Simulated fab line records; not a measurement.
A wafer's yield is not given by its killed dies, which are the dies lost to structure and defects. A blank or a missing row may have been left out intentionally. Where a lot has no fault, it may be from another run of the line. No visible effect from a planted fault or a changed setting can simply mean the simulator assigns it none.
Which tool was responsible? / flow sky130 / 6 lots, 18 wafers sampled, at 2 steps of a route of 708

== WHAT THE GAUGES READ, wafer by wafer ==
SKY_VIA2_CD_MEAS_12 targets a cd of 200 nm.
lot=L951; measured=day 36 13:07; on=cdSem-02; cdNm (nm)=202.3 201.1 202.0
lot=L953; measured=day 37 02:26; on=cdSem-01; cdNm (nm)=199.8 199.1 199.7
lot=L955; measured=day 37 19:44; on=cdSem-01; cdNm (nm)=202.2 200.2 201.4
lot=L961; measured=day 39 18:14; on=cdSem-02; cdNm (nm)=199.2 200.2 201.0
lot=L968; measured=day 41 19:17; on=cdSem-02; cdNm (nm)=196.9 199.4 198.6
lot=L972; measured=day 42 19:43; on=cdSem-01; cdNm (nm)=199.2 200.3 200.5

== TOOL THAT RAN EACH LOT (tool first, then ch and the chambers of the sampled wafers, then the start) ==
lot=L951; SKY_NWELL_SOFTBAKE_06=lithoTrack-02 ch 0, day 4 10:38
lot=L953; SKY_NWELL_SOFTBAKE_06=lithoTrack-02 ch 0, day 4 20:44
lot=L955; SKY_NWELL_SOFTBAKE_06=lithoTrack-03 ch 0, day 5 08:44
lot=L961; SKY_NWELL_SOFTBAKE_06=lithoTrack-02 ch 0, day 6 18:44
lot=L968; SKY_NWELL_SOFTBAKE_06=lithoTrack-03 ch 0, day 8 12:24
lot=L972; SKY_NWELL_SOFTBAKE_06=lithoTrack-04 ch 0, day 9 11:26
- SKY_NWELL_SOFTBAKE_06

== THE ANSWER, worked out from the rows above alone ==
Rule: usual is defined by the lots themselves. The widest of any qualifying gaps counts: lots, ordered by their means at a reading, are off when they make up no more than a third of the lots, leave a main group of 4 or more, and stand apart from it by 3 or more times the standard deviation of that group's means. A main group is skipped when, at the precision printed for the reading in the tables above, its means are all equal. A lot without any number at a reading at which 4 lots or more have one is off too. Any other lot the step has rows for is counted as sound.
None of the lots is off at any reading shown; this tells nothing.

== WHAT HAD BEEN PUT IN BY THE SIMULATOR ==
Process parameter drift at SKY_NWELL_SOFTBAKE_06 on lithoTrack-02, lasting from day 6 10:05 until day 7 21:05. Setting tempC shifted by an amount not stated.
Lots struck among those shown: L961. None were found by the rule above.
